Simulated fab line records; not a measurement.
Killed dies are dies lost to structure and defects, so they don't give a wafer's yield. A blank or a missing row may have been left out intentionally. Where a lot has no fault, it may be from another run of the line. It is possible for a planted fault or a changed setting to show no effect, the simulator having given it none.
fab line records / flow sky130
[record] lots = 14 wafers = 42 lastDay = 50
route steps=708 shown POLY_CUT@312 VIA2@509
lots with no fault: from the same line, run without faults
startH: hours from the record's first day to the start of the lot's first wafer shown / waitH: hours elapsed since this lot's preceding step / " the same as in the row above / L1.1+2: one row covering several wafers at once / - value missing, or start not given / * or withheld: withheld / < > ~ a bound
route shown NAME@n: a module of which the file shows steps, and the number in the route of the first / usual: the fault-free wafers' mean and standard deviation / same: alike in all rows / chamber/n: place in a boat / sites: per-site readings / _std_site: their standard deviation / _edge_site: inner sites' mean taken away from outer sites' mean / radiusMm: for every site, how far away it sits from the centre of the wafer / mask NAME#n: copy n / behind: tool/chamber where the wafer was last shaped / hold: why the lot was held/for how many hours/how that ended / device: which transistor (n, p or np) failed to switch / end of line: tests run on the same wafers once the route is complete / step lacking rows: just its recipe / killed: at the first sort, the dies lost to defects and structure; wafer yield is something else / map: a wafer's dies, marking killed ones x, the rest . and places with no die _
set.NAME: the setting that was run; set.NAME@STEP: the one run at that earlier step / model.NAME: the simulator's own value behind a step, which no gauge read
route steps across a sampled set of lots; one table per step, one row per wafer
services: from which hour (startH, from the record's first day; less than 0 if before it) a tool's chamber was out of use, for how many hours, and why
[[steps]]
[step SKY_POLY_CUT_EXPOSE_05]
[recipe] maskId = NPCM na = 0.8 sourceShape = annular sigmaInner = 0.55 sigmaOuter = 0.85 targetCdNm = 270 doseMj = 32
[usual] exposureDoseMJCm2 = 31.95/0.039 focusOffsetNm = -0.1/0.53 reticleTempC = 22.99/0.11
lot.wafer=L942.2 tool=krfScanner-02 chamber=0 startH=547.69 waitH=- mask=NPCM#0 exposureDoseMJCm2=31.97 focusOffsetNm=0.5 reticleTempC=23.17
lot.wafer=L942.3 tool=krfScanner-02 chamber=0 startH=547.69 waitH=- mask=NPCM#0 exposureDoseMJCm2=31.98 focusOffsetNm=0.4 reticleTempC=23.17
lot.wafer=L942.6 tool=krfScanner-02 chamber=0 startH=547.69 waitH=- mask=NPCM#0 exposureDoseMJCm2=32.03 focusOffsetNm=0.0 reticleTempC=23.01
lot.wafer=L944.2 tool=krfScanner-01 chamber=0 startH=570.44 waitH=- mask=NPCM#0 exposureDoseMJCm2=31.95 focusOffsetNm=0.1 reticleTempC=22.89
lot.wafer=L944.4 tool=krfScanner-01 chamber=0 startH=570.44 waitH=- mask=NPCM#0 exposureDoseMJCm2=31.91 focusOffsetNm=0.3 reticleTempC=22.72
lot.wafer=L944.5 tool=krfScanner-01 chamber=0 startH=570.44 waitH=- mask=NPCM#0 exposureDoseMJCm2=31.94 focusOffsetNm=-0.4 reticleTempC=22.87
lot.wafer=L945.1 tool=krfScanner-02 chamber=0 startH=575.40 waitH=- mask=NPCM#0 exposureDoseMJCm2=31.99 focusOffsetNm=0.1 reticleTempC=22.84
lot.wafer=L945.3 tool=krfScanner-02 chamber=0 startH=575.40 waitH=- mask=NPCM#0 exposureDoseMJCm2=31.97 focusOffsetNm=-0.1 reticleTempC=22.97
lot.wafer=L945.5 tool=krfScanner-02 chamber=0 startH=575.40 waitH=- mask=NPCM#0 exposureDoseMJCm2=31.99 focusOffsetNm=-0.1 reticleTempC=22.89
lot.wafer=L946.1 tool=krfScanner-02 chamber=0 startH=590.43 waitH=- mask=NPCM#0 exposureDoseMJCm2=31.98 focusOffsetNm=-0.3 reticleTempC=23.04
lot.wafer=L946.4 tool=krfScanner-02 chamber=0 startH=590.43 waitH=- mask=NPCM#0 exposureDoseMJCm2=31.93 focusOffsetNm=0.7 reticleTempC=23.07
lot.wafer=L946.6 tool=krfScanner-02 chamber=0 startH=590.43 waitH=- mask=NPCM#0 exposureDoseMJCm2=31.97 focusOffsetNm=0.6 reticleTempC=23.16
lot.wafer=L947.1 tool=krfScanner-02 chamber=0 startH=604.88 waitH=- mask=NPCM#0 exposureDoseMJCm2=31.91 focusOffsetNm=-0.1 reticleTempC=23.03
lot.wafer=L947.3 tool=krfScanner-02 chamber=0 startH=604.88 waitH=- mask=NPCM#0 exposureDoseMJCm2=31.99 focusOffsetNm=0.4 reticleTempC=23.14
lot.wafer=L947.6 tool=krfScanner-02 chamber=0 startH=604.88 waitH=- mask=NPCM#0 exposureDoseMJCm2=32.04 focusOffsetNm=0.2 reticleTempC=23.03
lot.wafer=L950.1 tool=krfScanner-01 chamber=0 startH=621.92 waitH=- mask=NPCM#0 exposureDoseMJCm2=31.95 focusOffsetNm=0.5 reticleTempC=22.96
lot.wafer=L950.2 tool=krfScanner-01 chamber=0 startH=621.92 waitH=- mask=NPCM#0 exposureDoseMJCm2=31.93 focusOffsetNm=0.5 reticleTempC=23.10
lot.wafer=L950.6 tool=krfScanner-01 chamber=0 startH=621.92 waitH=- mask=NPCM#0 exposureDoseMJCm2=31.94 focusOffsetNm=0.6 reticleTempC=23.14
lot.wafer=L949.2 tool=krfScanner-01 chamber=0 startH=628.34 waitH=- mask=NPCM#0 exposureDoseMJCm2=31.96 focusOffsetNm=-0.3 reticleTempC=22.90
lot.wafer=L949.4 tool=krfScanner-01 chamber=0 startH=628.34 waitH=- mask=NPCM#0 exposureDoseMJCm2=31.95 focusOffsetNm=0.9 reticleTempC=23.00
lot.wafer=L949.5 tool=krfScanner-01 chamber=0 startH=628.34 waitH=- mask=NPCM#0 exposureDoseMJCm2=31.97 focusOffsetNm=-0.4 reticleTempC=22.75
lot.wafer=L953.1 tool=krfScanner-02 chamber=0 startH=646.90 waitH=- mask=NPCM#0 exposureDoseMJCm2=32.01 focusOffsetNm=0.1 reticleTempC=22.99
lot.wafer=L953.3 tool=krfScanner-02 chamber=0 startH=646.90 waitH=- mask=NPCM#0 exposureDoseMJCm2=31.99 focusOffsetNm=-0.2 reticleTempC=23.04
lot.wafer=L953.6 tool=krfScanner-02 chamber=0 startH=646.90 waitH=- mask=NPCM#0 exposureDoseMJCm2=31.96 focusOffsetNm=0.2 reticleTempC=23.10
lot.wafer=L952.1 tool=krfScanner-02 chamber=0 startH=651.57 waitH=- mask=NPCM#0 exposureDoseMJCm2=31.98 focusOffsetNm=0.2 reticleTempC=23.16
lot.wafer=L952.4 tool=krfScanner-02 chamber=0 startH=651.57 waitH=- mask=NPCM#0 exposureDoseMJCm2=32.01 focusOffsetNm=0.7 reticleTempC=23.00
lot.wafer=L952.5 tool=krfScanner-02 chamber=0 startH=651.57 waitH=- mask=NPCM#0 exposureDoseMJCm2=31.99 focusOffsetNm=0.1 reticleTempC=23.18
lot.wafer=L954.1 tool=krfScanner-02 chamber=0 startH=664.07 waitH=- mask=NPCM#0 exposureDoseMJCm2=31.91 focusOffsetNm=-0.5 reticleTempC=23.18
lot.wafer=L954.4 tool=krfScanner-02 chamber=0 startH=664.07 waitH=- mask=NPCM#0 exposureDoseMJCm2=31.94 focusOffsetNm=-1.1 reticleTempC=23.09
lot.wafer=L954.5 tool=krfScanner-02 chamber=0 startH=664.07 waitH=- mask=NPCM#0 exposureDoseMJCm2=31.94 focusOffsetNm=-0.2 reticleTempC=23.08
lot.wafer=L956.2 tool=krfScanner-02 chamber=0 startH=674.72 waitH=- mask=NPCM#0 exposureDoseMJCm2=31.94 focusOffsetNm=-0.4 reticleTempC=22.84
lot.wafer=L956.3 tool=krfScanner-02 chamber=0 startH=674.72 waitH=- mask=NPCM#0 exposureDoseMJCm2=31.96 focusOffsetNm=-0.2 reticleTempC=22.72
lot.wafer=L956.5 tool=krfScanner-02 chamber=0 startH=674.72 waitH=- mask=NPCM#0 exposureDoseMJCm2=31.89 focusOffsetNm=0.0 reticleTempC=22.72
lot.wafer=L960.1 tool=krfScanner-02 chamber=- startH=706.37 waitH=- mask=NPCM#0 exposureDoseMJCm2=- focusOffsetNm=- reticleTempC=-
lot.wafer=L960.2 tool=krfScanner-02 chamber=- startH=706.37 waitH=- mask=NPCM#0 exposureDoseMJCm2=- focusOffsetNm=- reticleTempC=-
lot.wafer=L960.3 tool=krfScanner-02 chamber=- startH=706.37 waitH=- mask=NPCM#0 exposureDoseMJCm2=- focusOffsetNm=- reticleTempC=-
lot.wafer=L961.1 tool=krfScanner-02 chamber=- startH=709.62 waitH=- mask=NPCM#0 exposureDoseMJCm2=- focusOffsetNm=- reticleTempC=-
lot.wafer=L961.2 tool=krfScanner-02 chamber=- startH=709.62 waitH=- mask=NPCM#0 exposureDoseMJCm2=- focusOffsetNm=- reticleTempC=-
lot.wafer=L961.6 tool=krfScanner-02 chamber=- startH=709.62 waitH=- mask=NPCM#0 exposureDoseMJCm2=- focusOffsetNm=- reticleTempC=-
lot.wafer=L964.3 tool=krfScanner-02 chamber=0 startH=744.21 waitH=- mask=NPCM#0 exposureDoseMJCm2=32.00 focusOffsetNm=-0.7 reticleTempC=23.14
lot.wafer=L964.4 tool=krfScanner-02 chamber=0 startH=744.21 waitH=- mask=NPCM#0 exposureDoseMJCm2=32.00 focusOffsetNm=0.0 reticleTempC=23.00
lot.wafer=L964.5 tool=krfScanner-02 chamber=0 startH=744.21 waitH=- mask=NPCM#0 exposureDoseMJCm2=31.95 focusOffsetNm=-0.2 reticleTempC=23.05
[step SKY_VIA2_CMP_02]
[recipe] material = SiO2 downForcePsi = 4 platenRpm = 60 padVelocityMS = 0.94248
[usual] motorCurrentA = 11.7/1.3
lot.wafer=L942.3 tool=cmp-01 chamber=3 startH=826.42 waitH=0.1 motorCurrentA=12.1
lot.wafer=L942.2 tool=cmp-01 chamber=0 startH=826.42 waitH=0.1 motorCurrentA=10.2
lot.wafer=L942.6 tool=cmp-01 chamber=2 startH=826.42 waitH=0.1 motorCurrentA=13.4
lot.wafer=L944.2 tool=cmp-01 chamber=2 startH=845.39 waitH=0.1 motorCurrentA=12.7
lot.wafer=L944.4 tool=cmp-01 chamber=0 startH=845.39 waitH=0.1 motorCurrentA=10.0
lot.wafer=L944.5 tool=cmp-01 chamber=2 startH=845.39 waitH=0.1 motorCurrentA=14.1
lot.wafer=L945.1 tool=cmp-02 chamber=0 startH=852.40 waitH=0.1 motorCurrentA=12.8
lot.wafer=L945.3 tool=cmp-02 chamber=1 startH=852.40 waitH=0.1 motorCurrentA=11.7
lot.wafer=L945.5 tool=cmp-02 chamber=0 startH=852.40 waitH=0.1 motorCurrentA=13.3
lot.wafer=L946.1 tool=cmp-02 chamber=2 startH=867.55 waitH=0.1 motorCurrentA=10.3
lot.wafer=L946.4 tool=cmp-02 chamber=3 startH=867.55 waitH=0.1 motorCurrentA=10.2
lot.wafer=L946.6 tool=cmp-02 chamber=1 startH=867.55 waitH=0.1 motorCurrentA=11.3
lot.wafer=L947.3 tool=cmp-01 chamber=0 startH=880.59 waitH=0.1 motorCurrentA=10.2
lot.wafer=L947.1 tool=cmp-01 chamber=1 startH=880.59 waitH=0.1 motorCurrentA=11.2
lot.wafer=L947.6 tool=cmp-01 chamber=2 startH=880.59 waitH=0.1 motorCurrentA=12.9
lot.wafer=L950.1 tool=cmp-01 chamber=3 startH=892.84 waitH=0.1 motorCurrentA=12.3
lot.wafer=L950.2 tool=cmp-01 chamber=0 startH=892.84 waitH=0.1 motorCurrentA=9.9
lot.wafer=L950.6 tool=cmp-01 chamber=2 startH=892.84 waitH=0.1 motorCurrentA=13.6
lot.wafer=L949.4 tool=cmp-02 chamber=1 startH=898.82 waitH=0.1 motorCurrentA=11.3
lot.wafer=L949.2 tool=cmp-02 chamber=3 startH=898.82 waitH=0.1 motorCurrentA=9.7
lot.wafer=L949.5 tool=cmp-02 chamber=1 startH=898.82 waitH=0.1 motorCurrentA=10.8
lot.wafer=L953.1 tool=cmp-02 chamber=2 startH=913.80 waitH=0.1 motorCurrentA=10.6
lot.wafer=L953.3 tool=cmp-02 chamber=1 startH=913.80 waitH=0.1 motorCurrentA=11.5
lot.wafer=L953.6 tool=cmp-02 chamber=2 startH=913.80 waitH=0.1 motorCurrentA=10.9
lot.wafer=L952.4 tool=cmp-01 chamber=2 startH=920.07 waitH=0.0 motorCurrentA=13.5
lot.wafer=L952.1 tool=cmp-01 chamber=3 startH=920.07 waitH=0.0 motorCurrentA=12.3
lot.wafer=L952.5 tool=cmp-01 chamber=3 startH=920.07 waitH=0.0 motorCurrentA=13.0
lot.wafer=L954.4 tool=cmp-02 chamber=1 startH=930.88 waitH=0.4 motorCurrentA=11.2
lot.wafer=L954.1 tool=cmp-02 chamber=2 startH=930.88 waitH=0.4 motorCurrentA=10.6
lot.wafer=L954.5 tool=cmp-02 chamber=0 startH=930.88 waitH=0.4 motorCurrentA=12.9
lot.wafer=L956.2 tool=cmp-02 chamber=0 startH=939.93 waitH=0.0 motorCurrentA=13.1
lot.wafer=L956.3 tool=cmp-02 chamber=3 startH=939.93 waitH=0.0 motorCurrentA=10.0
lot.wafer=L956.5 tool=cmp-02 chamber=1 startH=939.93 waitH=0.0 motorCurrentA=11.3
lot.wafer=L964.4 tool=cmp-01 chamber=2 startH=999.69 waitH=0.0 motorCurrentA=12.9
lot.wafer=L964.3 tool=cmp-01 chamber=1 startH=999.69 waitH=0.0 motorCurrentA=12.0
lot.wafer=L964.5 tool=cmp-01 chamber=2 startH=999.69 waitH=0.0 motorCurrentA=13.2
[step SKY_VIA2_BOW_MEAS_03]
[recipe] mode = bow
[usual] VIA2_BOW = 88/7.2
lot.wafer=L942.2 tool=filmMetro-03 chamber=- startH=826.69 waitH=0.2 VIA2_BOW[um]=93
lot.wafer=L942.3 tool=filmMetro-03 chamber=- startH=826.69 waitH=0.2 VIA2_BOW[um]=87
lot.wafer=L942.6 tool=filmMetro-03 chamber=- startH=826.69 waitH=0.2 VIA2_BOW[um]=80
lot.wafer=L944.2 tool=filmMetro-02 chamber=- startH=845.66 waitH=0.2 VIA2_BOW[um]=91
lot.wafer=L944.4 tool=filmMetro-02 chamber=- startH=845.66 waitH=0.2 VIA2_BOW[um]=83
lot.wafer=L944.5 tool=filmMetro-02 chamber=- startH=845.66 waitH=0.2 VIA2_BOW[um]=93
lot.wafer=L945.1 tool=filmMetro-01 chamber=- startH=852.70 waitH=0.2 VIA2_BOW[um]=87
lot.wafer=L945.3 tool=filmMetro-01 chamber=- startH=852.70 waitH=0.2 VIA2_BOW[um]=94
lot.wafer=L945.5 tool=filmMetro-01 chamber=- startH=852.70 waitH=0.2 VIA2_BOW[um]=93
lot.wafer=L946.1 tool=filmMetro-02 chamber=- startH=867.75 waitH=0.1 VIA2_BOW[um]=89
lot.wafer=L946.4 tool=filmMetro-02 chamber=- startH=867.75 waitH=0.1 VIA2_BOW[um]=97
lot.wafer=L946.6 tool=filmMetro-02 chamber=- startH=867.75 waitH=0.1 VIA2_BOW[um]=97
lot.wafer=L947.1 tool=filmMetro-02 chamber=- startH=880.79 waitH=0.1 VIA2_BOW[um]=83
lot.wafer=L947.3 tool=filmMetro-02 chamber=- startH=880.79 waitH=0.1 VIA2_BOW[um]=76
lot.wafer=L947.6 tool=filmMetro-02 chamber=- startH=880.79 waitH=0.1 VIA2_BOW[um]=86
lot.wafer=L950.1 tool=filmMetro-02 chamber=- startH=893.04 waitH=0.1 VIA2_BOW[um]=91
lot.wafer=L950.2 tool=filmMetro-02 chamber=- startH=893.04 waitH=0.1 VIA2_BOW[um]=107
lot.wafer=L950.6 tool=filmMetro-02 chamber=- startH=893.04 waitH=0.1 VIA2_BOW[um]=101
lot.wafer=L949.2 tool=filmMetro-02 chamber=- startH=899.09 waitH=0.1 VIA2_BOW[um]=88
lot.wafer=L949.4 tool=filmMetro-02 chamber=- startH=899.09 waitH=0.1 VIA2_BOW[um]=91
lot.wafer=L949.5 tool=filmMetro-02 chamber=- startH=899.09 waitH=0.1 VIA2_BOW[um]=90
lot.wafer=L953.1 tool=filmMetro-03 chamber=- startH=914.10 waitH=0.2 VIA2_BOW[um]=80
lot.wafer=L953.3 tool=filmMetro-03 chamber=- startH=914.10 waitH=0.2 VIA2_BOW[um]=91
lot.wafer=L953.6 tool=filmMetro-03 chamber=- startH=914.10 waitH=0.2 VIA2_BOW[um]=88
lot.wafer=L952.1 tool=filmMetro-02 chamber=- startH=920.37 waitH=0.2 VIA2_BOW[um]=87
lot.wafer=L952.4 tool=filmMetro-02 chamber=- startH=920.37 waitH=0.2 VIA2_BOW[um]=83
lot.wafer=L952.5 tool=filmMetro-02 chamber=- startH=920.37 waitH=0.2 VIA2_BOW[um]=87
lot.wafer=L954.1 tool=filmMetro-01 chamber=- startH=931.08 waitH=0.1 VIA2_BOW[um]=83
lot.wafer=L954.4 tool=filmMetro-01 chamber=- startH=931.08 waitH=0.1 VIA2_BOW[um]=85
lot.wafer=L954.5 tool=filmMetro-01 chamber=- startH=931.08 waitH=0.1 VIA2_BOW[um]=77
lot.wafer=L956.2 tool=filmMetro-03 chamber=- startH=940.25 waitH=0.3 VIA2_BOW[um]=87
lot.wafer=L956.3 tool=filmMetro-03 chamber=- startH=940.25 waitH=0.3 VIA2_BOW[um]=83
lot.wafer=L956.5 tool=filmMetro-03 chamber=- startH=940.25 waitH=0.3 VIA2_BOW[um]=74
lot.wafer=L964.3 tool=filmMetro-02 chamber=- startH=1000.03 waitH=0.1 VIA2_BOW[um]=97
lot.wafer=L964.4 tool=filmMetro-02 chamber=- startH=1000.03 waitH=0.1 VIA2_BOW[um]=101
lot.wafer=L964.5 tool=filmMetro-02 chamber=- startH=1000.03 waitH=0.1 VIA2_BOW[um]=84
[step SKY_VIA2_SPUTTER_20]
[recipe] material = TiN targetThkNm = 20 chamberPressurePa = 5 powerW = 4000 timeS = 80
[usual] throttleValvePct = 29.7/1.3
lot.wafer=L942.2 tool=pvdSputter-03 chamber=- startH=853.21 waitH=0.0 throttleValvePct=28.3
lot.wafer=L942.3 tool=pvdSputter-03 chamber=- startH=853.21 waitH=0.0 throttleValvePct=30.0
lot.wafer=L942.6 tool=pvdSputter-03 chamber=- startH=853.21 waitH=0.0 throttleValvePct=29.5
lot.wafer=L944.2 tool=pvdSputter-03 chamber=- startH=872.75 waitH=0.0 throttleValvePct=29.6
lot.wafer=L944.4 tool=pvdSputter-03 chamber=- startH=872.75 waitH=0.0 throttleValvePct=28.3
lot.wafer=L944.5 tool=pvdSputter-03 chamber=- startH=872.75 waitH=0.0 throttleValvePct=31.1
lot.wafer=L945.1 tool=pvdSputter-01 chamber=- startH=880.58 waitH=0.0 throttleValvePct=31.0
lot.wafer=L945.3 tool=pvdSputter-01 chamber=- startH=880.58 waitH=0.0 throttleValvePct=32.0
lot.wafer=L945.5 tool=pvdSputter-01 chamber=- startH=880.58 waitH=0.0 throttleValvePct=29.1
lot.wafer=L946.1 tool=pvdSputter-02 chamber=- startH=894.23 waitH=0.0 throttleValvePct=28.1
lot.wafer=L946.4 tool=pvdSputter-02 chamber=- startH=894.23 waitH=0.0 throttleValvePct=29.2
lot.wafer=L946.6 tool=pvdSputter-02 chamber=- startH=894.23 waitH=0.0 throttleValvePct=28.9
lot.wafer=L947.1 tool=pvdSputter-01 chamber=- startH=907.52 waitH=0.0 throttleValvePct=29.4
lot.wafer=L947.3 tool=pvdSputter-01 chamber=- startH=907.52 waitH=0.0 throttleValvePct=32.1
lot.wafer=L947.6 tool=pvdSputter-01 chamber=- startH=907.52 waitH=0.0 throttleValvePct=28.0
lot.wafer=L950.1 tool=pvdSputter-01 chamber=- startH=918.87 waitH=0.0 throttleValvePct=29.2
lot.wafer=L950.2 tool=pvdSputter-01 chamber=- startH=918.87 waitH=0.0 throttleValvePct=32.0
lot.wafer=L950.6 tool=pvdSputter-01 chamber=- startH=918.87 waitH=0.0 throttleValvePct=31.9
lot.wafer=L949.2 tool=pvdSputter-01 chamber=- startH=925.07 waitH=0.0 throttleValvePct=31.3
lot.wafer=L949.4 tool=pvdSputter-01 chamber=- startH=925.07 waitH=0.0 throttleValvePct=29.1
lot.wafer=L949.5 tool=pvdSputter-01 chamber=- startH=925.07 waitH=0.0 throttleValvePct=31.2
lot.wafer=L953.1 tool=pvdSputter-01 chamber=- startH=940.82 waitH=0.0 throttleValvePct=31.1
lot.wafer=L953.3 tool=pvdSputter-01 chamber=- startH=940.82 waitH=0.0 throttleValvePct=28.1
lot.wafer=L953.6 tool=pvdSputter-01 chamber=- startH=940.82 waitH=0.0 throttleValvePct=31.3
lot.wafer=L952.1 tool=pvdSputter-03 chamber=- startH=945.70 waitH=0.0 throttleValvePct=29.5
lot.wafer=L952.4 tool=pvdSputter-03 chamber=- startH=945.70 waitH=0.0 throttleValvePct=30.1
lot.wafer=L952.5 tool=pvdSputter-03 chamber=- startH=945.70 waitH=0.0 throttleValvePct=28.3
lot.wafer=L954.1 tool=pvdSputter-01 chamber=- startH=956.23 waitH=0.0 throttleValvePct=30.9
lot.wafer=L954.4 tool=pvdSputter-01 chamber=- startH=956.23 waitH=0.0 throttleValvePct=29.2
lot.wafer=L954.5 tool=pvdSputter-01 chamber=- startH=956.23 waitH=0.0 throttleValvePct=31.2
lot.wafer=L956.2 tool=pvdSputter-03 chamber=- startH=965.52 waitH=0.0 throttleValvePct=28.3
lot.wafer=L956.3 tool=pvdSputter-03 chamber=- startH=965.52 waitH=0.0 throttleValvePct=29.3
lot.wafer=L956.5 tool=pvdSputter-03 chamber=- startH=965.52 waitH=0.0 throttleValvePct=28.5
lot.wafer=L964.3 tool=pvdSputter-03 chamber=- startH=1023.72 waitH=0.0 throttleValvePct=28.3
lot.wafer=L964.4 tool=pvdSputter-03 chamber=- startH=1023.72 waitH=0.0 throttleValvePct=30.3
lot.wafer=L964.5 tool=pvdSputter-03 chamber=- startH=1023.72 waitH=0.0 throttleValvePct=28.4
[[services]]
tool=cmp-02 chamber=- startH=528.95 hours=1.3 kind=repair
tool=krfScanner-02 chamber=- startH=538.43 hours=1.0 kind=pm
tool=cmp-01 chamber=- startH=542.88 hours=6.4 kind=repair
tool=cmp-02 chamber=- startH=554.02 hours=1.0 kind=repair
tool=cmp-01 chamber=- startH=572.00 hours=4.0 kind=pm
tool=cmp-01 chamber=- startH=592.25 hours=10.4 kind=pm
tool=krfScanner-02 chamber=- startH=601.05 hours=0.8 kind=pm
tool=cmp-02 chamber=- startH=602.69 hours=5.8 kind=pm
tool=cmp-01 chamber=- startH=603.51 hours=0.3 kind=repair
tool=cmp-02 chamber=- startH=609.15 hours=0.7 kind=repair
tool=krfScanner-02 chamber=- startH=613.21 hours=3.6 kind=pm
tool=krfScanner-02 chamber=- startH=643.40 hours=2.1 kind=repair
tool=krfScanner-02 chamber=- startH=664.65 hours=1.3 kind=pm
tool=krfScanner-02 chamber=- startH=685.69 hours=0.8 kind=repair
tool=krfScanner-02 chamber=- startH=707.43 hours=1.0 kind=pm
tool=krfScanner-02 chamber=- startH=722.41 hours=1.2 kind=repair
tool=krfScanner-02 chamber=- startH=769.89 hours=0.8 kind=pm
tool=krfScanner-02 chamber=- startH=834.00 hours=4.4 kind=pm
tool=krfScanner-02 chamber=- startH=840.55 hours=1.3 kind=pm
tool=krfScanner-02 chamber=- startH=876.43 hours=1.0 kind=pm
tool=krfScanner-02 chamber=- startH=893.54 hours=4.0 kind=pm
tool=krfScanner-02 chamber=- startH=938.65 hours=0.8 kind=pm
tool=krfScanner-02 chamber=- startH=980.16 hours=7.2 kind=pm
tool=krfScanner-02 chamber=- startH=1016.45 hours=1.3 kind=pm
[[key]]
[firstSign] step = SKY_POLY_CUT_EXPOSE_05 reading = toolRecord direction = missing
effect none on later readings
metAt SKY_POLY_CUT_EXPOSE_05
struckLots L960,L961
laterRowsLeftOut L960.1,L960.2,L960.3,L961.1,L961.2,L961.6
sortLeftOut L960.1,L960.2,L960.3,L961.1,L961.2,L961.6
testerLeftOut L960,L961
notActingAt SKY_VIA2_CMP_02,SKY_VIA2_BOW_MEAS_03,SKY_VIA2_SPUTTER_20
onsetBetween 674.72 706.37
[fault] kind = skippedStepWhole tool = krfScanner-02 chamber = - onsetH = 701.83 steps = SKY_POLY_CUT_EXPOSE_05 scope = struckLotsOnly
// testerLeftOut: of these lots the tester's yield and bins aren't shown, on N5 and GAA mostly nor the transistor test; their killed dies are dies lost to structure and defects alone, not to doping, threshold or leakage, so they don't give the yield
// sortLeftOut: the simulated sort isn't trusted on such a fault, so these wafers' sort isn't shown, and their yield isn't known
// laterRowsLeftOut: the simulator's readings of these wafers behind a module that went badly wrong aren't trusted and aren't shown, but for the sort
